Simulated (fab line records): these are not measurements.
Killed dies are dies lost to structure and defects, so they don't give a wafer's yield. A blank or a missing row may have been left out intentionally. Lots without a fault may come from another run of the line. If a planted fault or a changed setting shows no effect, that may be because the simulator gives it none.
Which tool is to blame?	flow gf180mcu	11 lots, 33 wafers sampled, at 6 steps of a route of 602

## WHAT THE GAUGES READ, wafer by wafer
GF_STI_THK_MEAS_04. Usual: for STI_CVD_03_THK the level is 206.9 nm and the standard deviation is 2.1.
lot	measured	on	STI_CVD_03_THK (nm)	flag
L731	day 1 13:34	film_metro-02	205.8 205.4 204.8	
L733	day 1 23:34	film_metro-04	203.9 204.7 205.6	
L734	day 2 05:37	film_metro-04	208.3 206.6 208.8	
L735	day 2 11:08	film_metro-03	204.6 204.8 204.4	
L741	day 3 15:34	film_metro-02	237.8 240.3 238.2	OFF
L746	day 4 17:08	film_metro-02	238.9 239.4 238.9	OFF
L749	day 5 07:55	film_metro-02	205.7 206.4 204.6	
L750	day 5 12:59	film_metro-02	206.6 206.5 205.6	
L751	day 5 18:24	film_metro-03	205.1 205.1 205.8	
L752	day 5 22:34	film_metro-03	206.0 209.5 208.3	
L754	day 6 09:03	film_metro-02	209.0 209.6 208.2	

GF_DUAL_GATE_OVL_MEAS_11. Usual: for DUAL_GATE_OVL the level is -0.4 nm and the standard deviation is 1.5.
lot	measured	on	DUAL_GATE_OVL (nm)	flag
L731	day 8 10:22	overlay-02	-1.4 -0.9 0.4	
L733	day 8 22:29	overlay-01	-0.7 -0.6 -2.7	
L734	day 9 08:25	overlay-01	1.2 0.9 0.7	
L735	day 9 15:21	overlay-01	-0.3 -1.6 -1.1	
L741	day 11 10:30	overlay-01	-2.2 -0.4 -0.1	
L746	day 12 16:01	overlay-01	1.5 0.1 1.7	
L749	day 13 11:28	overlay-01	-0.1 1.3 0.4	
L750	day 13 20:09	overlay-02	-2.5 0.7 -2.9	
L751	day 14 07:24	overlay-02	0.9 1.3 3.0	
L752	day 14 12:40	overlay-02	-0.4 -3.1 -1.9	
L754	day 15 01:02	overlay-02	-0.5 -0.1 -1.1	

GF_M1_OVL_MEAS_15. Usual: for M1_OVL the level is -1 nm and the standard deviation is 5.1.
lot	measured	on	M1_OVL (nm)	flag
L731	day 17 03:49	overlay-01	-2 6 1	
L733	day 17 21:05	overlay-01	10 5 10	
L734	day 18 10:23	overlay-01	6 6 9	
L735	day 18 17:14	overlay-01	3 -7 -4	
L741	day 21 07:43	overlay-01	-7 -5 -2	
L746	day 22 20:41	overlay-01	6 0 -5	
L749	day 23 14:40	overlay-02	2 -1 -3	
L750	day 24 01:35	overlay-01	-1 -5 1	
L751	day 24 10:49	overlay-01	-1 -4 -1	
L752	day 24 15:23	overlay-01	2 3 -4	
L754	day 25 05:38	overlay-01	-6 1 0	

## TOOL THAT RAN EACH LOT (tool first, then ch and the chambers of the sampled wafers, then the start)
lot	GF_STI_CVD_03	GF_STI_ETCH_13	GF_PSD_RTA_13
L731	lpcvd-01 ch 1, day 1 11:34	rie_diel-03 ch 0,1,2, day 2 01:20	rtp_anneal-02 ch 0, day 14 06:31
L733	lpcvd-02 ch 0, day 1 21:34	rie_diel-02 ch 1,2, day 2 11:11	rtp_anneal-01 ch 0, day 14 22:48
L734	lpcvd-01 ch 0, day 2 03:38	rie_diel-02 ch 0,1,2, day 2 17:31	rtp_anneal-02 ch 0, day 15 10:47
L735	lpcvd-02 ch 1, day 2 09:09	rie_diel-01 ch 0,2,3, day 2 23:38	rtp_anneal-02 ch 0, day 15 17:35
L741	lpcvd-01 ch 0, day 3 13:34	rie_diel-02 ch 0,1,2, day 4 05:22	rtp_anneal-02 ch 0, day 18 03:22
L746	lpcvd-01 ch 0, day 4 15:10	rie_diel-03 ch 1,2,3, day 5 07:47	rtp_anneal-02 ch 0, day 19 18:20
L749	lpcvd-02 ch 0, day 5 05:55	rie_diel-01 ch 0,1,2, day 5 21:43	rtp_anneal-01 ch 0, day 20 12:56
L750	lpcvd-02 ch 1, day 5 11:00	rie_diel-01 ch 0,1,2, day 6 03:50	rtp_anneal-01 ch 0, day 21 00:11
L751	lpcvd-02 ch 0, day 5 16:25	rie_diel-01 ch 0,1,3, day 6 09:38	rtp_anneal-02 ch 0, day 21 11:20
L752	lpcvd-02 ch 0, day 5 20:34	rie_diel-02 ch 1,2,3, day 6 13:47	rtp_anneal-02 ch 0, day 21 15:53
L754	lpcvd-02 ch 0, day 6 07:03	rie_diel-02 ch 0,1,3, day 7 00:28	rtp_anneal-02 ch 0, day 22 05:48
- GF_STI_CVD_03: deposits Si3N4 from DCS/NH3, target thk 207.16 nm, time 3551 s.
- GF_STI_ETCH_13: etches the open film in CHF3/O2, stops on Si, target depth 282.31 nm, time 112.9 s.
- GF_PSD_RTA_13: time 20 s.

## AS READ BY THE TOOLS THEMSELVES (means over the sampled wafers that have a number; for cases with no such wafer, the mark the record gives instead)
GF_STI_CVD_03. Usual: spike_tc_bottom_C 789.3 C (standard deviation 2.7); spike_tc_centre_C 769.5 C (standard deviation 1.2); spike_tc_lower_C 770.6 C (standard deviation 1.4); spike_tc_top_C 783.2 C (standard deviation 2); spike_tc_upper_C 768.8 C (standard deviation 1.1); susceptor_temp_C 770.0 C (standard deviation 0.38); zone_power_upper_pct 13.3 % (standard deviation 1.4).
lot	tool	spike_tc_bottom_C (C)	spike_tc_centre_C (C)	spike_tc_lower_C (C)	spike_tc_top_C (C)	spike_tc_upper_C (C)	susceptor_temp_C (C)	zone_power_upper_pct (%)	flag
L731	lpcvd-01	792.4	768.8	770.8	783.9	767.2	769.7	12.0	
L733	lpcvd-02	791.9	768.4	770.7	779.8	768.4	770.4	15.3	
L734	lpcvd-01	789.9	769.3	768.7	784.4	769.1	769.9	13.6	
L735	lpcvd-02	785.0	770.1	772.1	786.0	768.5	769.5	12.0	
L741	lpcvd-01	797.7	776.9	777.2	791.8	775.5	777.7	13.6	OFF
L746	lpcvd-01	797.6	776.8	777.4	790.6	776.3	778.0	13.7	OFF
L749	lpcvd-02	790.4	768.5	772.1	780.1	769.3	769.7	15.4	
L750	lpcvd-02	786.8	770.9	771.3	786.1	769.2	770.4	11.9	
L751	lpcvd-02	791.8	768.7	770.9	782.1	769.0	769.9	15.2	
L752	lpcvd-02	790.7	769.1	771.5	780.6	769.6	769.6	15.2	
L754	lpcvd-02	792.0	769.4	772.0	780.3	767.5	770.4	15.3	

GF_STI_ETCH_13. Usual: chf3_flow_sccm 50.01 sccm, standard deviation 0.13; drypump_motor_current_A 5.6 A, standard deviation 0.47; oes_product_au 0.833 a.u., standard deviation 0.0071; rf_fwd_power_W 596.8 W, standard deviation 2; throttle_valve_pct 8.809 %, standard deviation 0.0083.
lot	tool	chf3_flow_sccm (sccm)	drypump_motor_current_A (A)	oes_product_au (a.u.)	rf_fwd_power_W (W)	throttle_valve_pct (%)	flag
L731	rie_diel-03	50.15	5.6	0.828	595.3	8.804	
L733	rie_diel-02	49.89	5.4	0.828	597.7	8.813	
L734	rie_diel-02	49.92	5.8	0.838	595.5	8.810	
L735	rie_diel-01	50.08	5.9	0.823	595.4	8.803	
L741	rie_diel-02	49.87	5.9	0.899	597.2	8.831	OFF
L746	rie_diel-03	49.99	5.3	0.907	597.0	8.827	OFF
L749	rie_diel-01	50.07	5.9	0.830	596.8	8.808	
L750	rie_diel-01	50.03	5.9	0.836	598.5	8.804	
L751	rie_diel-01	49.96	5.7	0.825	596.7	8.807	
L752	rie_diel-02	49.98	5.4	0.835	596.2	8.809	
L754	rie_diel-02	50.07	5.7	0.838	595.3	8.807	

GF_PSD_RTA_13. Usual: anneal_temp_c_max 1029.0, standard deviation 0.7; lamp_power_pct 33.5 %, standard deviation 2.4; wafer_temp_C_max 1030.0, standard deviation 1.4.
lot	tool	anneal_temp_c_max	lamp_power_pct (%)	wafer_temp_C_max	flag
L731	rtp_anneal-02	1029.0	35.4	1030.0	
L733	rtp_anneal-01	1028.5	30.4	1030.7	
L734	rtp_anneal-02	1028.6	35.4	1029.5	
L735	rtp_anneal-02	1028.7	35.4	1029.1	
L741	rtp_anneal-02	1028.6	35.4	1030.1	
L746	rtp_anneal-02	1028.7	35.4	1029.5	
L749	rtp_anneal-01	1029.5	30.4	1031.3	
L750	rtp_anneal-01	1029.9	30.4	1029.8	
L751	rtp_anneal-02	1029.1	35.4	1029.5	
L752	rtp_anneal-02	1028.7	35.4	1030.1	
L754	rtp_anneal-02	1028.5	35.4	1029.7	

## THE ANSWER, worked out from the rows above alone
Rule: take the mean of a lot's wafers that have a number; if it is more than 3 standard deviations from the usual mean, the lot is off. A lot without any number at a reading at which 4 lots or more have one is off too. The other lots that the step has rows for count as sound. Order of review: gauges by route order, followed by the tools' own readings, for which a lot's mean as printed above is used. At the first step where some lot is off, the reading lying furthest off is the one used; lots without a number count as furthest.
Off: L741, L746, seen at GF_STI_THK_MEAS_04 (STI_CVD_03_THK).
A tool fits if, at a process step before that reading, it ran every lot that is off, and no sound lot after the first of them. The gauges at GF_STI_THK_MEAS_04 aren't tried: what is off there is off at GF_STI_CVD_03 too, on other tools, and a gauge's error can't cause that. One fits: lpcvd-01 at GF_STI_CVD_03. A fault onset in the window from L734 (day 2 03:38, its last sound lot) to L741 (day 3 13:34, its first lot off) fits.
The tool's own readings at GF_STI_CVD_03 bear it out: on the lots that are off they differ by more than 5 times the standard deviation of the sound lots' means. spike_tc_centre_C reads 776.8 C there against 769.2 C on the sound lots; spike_tc_lower_C reads 777.3 C there against 771.1 C on the sound lots; spike_tc_upper_C reads 775.9 C there against 768.6 C on the sound lots; susceptor_temp_C reads 777.9 C there against 769.9 C on the sound lots.

## WHAT WAS PUT IN BY THE SIMULATOR
lpcvd-01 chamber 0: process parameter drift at GF_STI_CVD_03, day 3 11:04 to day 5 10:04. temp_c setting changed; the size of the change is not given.
Shown lots that were struck: L741, L746. The rule above found the same.
